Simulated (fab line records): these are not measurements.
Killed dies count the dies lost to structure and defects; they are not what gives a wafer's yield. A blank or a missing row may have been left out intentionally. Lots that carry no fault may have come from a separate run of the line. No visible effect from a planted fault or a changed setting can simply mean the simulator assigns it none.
2 desks, one fault / flow sky130 / each desk holds nothing but its own numbers, with what lay behind them at the end

## DESK OF THE TOOL OWNER: krf-scanner-02
The tool's own readings at SKY_VIA2_EXPOSE_09 (exposes mask VIM2, target cd 200 nm): means of the sampled wafers that have a number, for each lot that ran on this tool. A lot is out of limits, marked OUT, if its mean lies more than 4 standard deviations from the usual mean; the brackets give that distance.
Columns: A = reticle-temp-C at SKY_VIA2_EXPOSE_09, usual 22.99 C
lot=L809; first seen here=day 37 03:46; A=23.04
lot=L812; first seen here=day 38 04:04; A=23.02
lot=L818; first seen here=day 39 17:32; A=23.08
lot=L826; first seen here=day 42 07:25; A=22.91
This desk found nothing out of limits on any of the 4 lots.

## THE METROLOGY DESK
Means of the sampled wafers that have a number, per lot and without regard to the tool the lot ran on: this is what the gauges read. A lot is out of limits, marked OUT, if its mean lies more than 4 standard deviations from the usual mean; the brackets give that distance.
Columns: A = VIA2_BOW at SKY_VIA2_BOW_MEAS_03, usual 87 um; B = cd-nm at SKY_VIA2_CD_MEAS_12, usual 200.0 nm
lot=L805; first seen here=day 35 04:37; A=92; B=199.8
lot=L806; first seen here=day 35 14:55; A=93; B=199.4
lot=L807; first seen here=day 35 22:44; A=90; B=199.3
lot=L809; first seen here=day 36 14:32; A=90; B=203.8
lot=L811; first seen here=day 37 08:20; A=85; B=200.3
lot=L812; first seen here=day 37 15:16; A=84; B=200.4
lot=L813; first seen here=day 37 18:13; A=88; B=201.2
lot=L818; first seen here=day 39 06:05; A=91; B=194.5 (-4.6) OUT
lot=L826; first seen here=day 41 18:55; A=88; B=199.6
lot=L827; first seen here=day 41 21:32; A=85; B=199.8
lot=L828; first seen here=day 42 12:05; A=78; B=199.4
Finding of this desk: L818 out of limits; the first was L818 at day 40 06:07, on cd-nm at SKY_VIA2_CD_MEAS_12. In limits: L805, L806, L807, L809, L811, L812, L813, L826, L827, L828.

## PUT TOGETHER
An alarm was possible from the metrology desk at day 40 06:07, on L818.
The tool owner's desk saw nothing out of limits.
The tool owner's desk has L818 on record, within its limits.
The lots listed all ran SKY_VIA2_EXPOSE_09 on krf-scanner-02.

## WHAT THE SIMULATOR PUT IN
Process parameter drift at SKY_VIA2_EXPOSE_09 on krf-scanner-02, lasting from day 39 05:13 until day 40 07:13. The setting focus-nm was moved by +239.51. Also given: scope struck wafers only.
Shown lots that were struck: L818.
Hours from the fault's start to each desk's first reading out of limits: the metrology desk, 25.
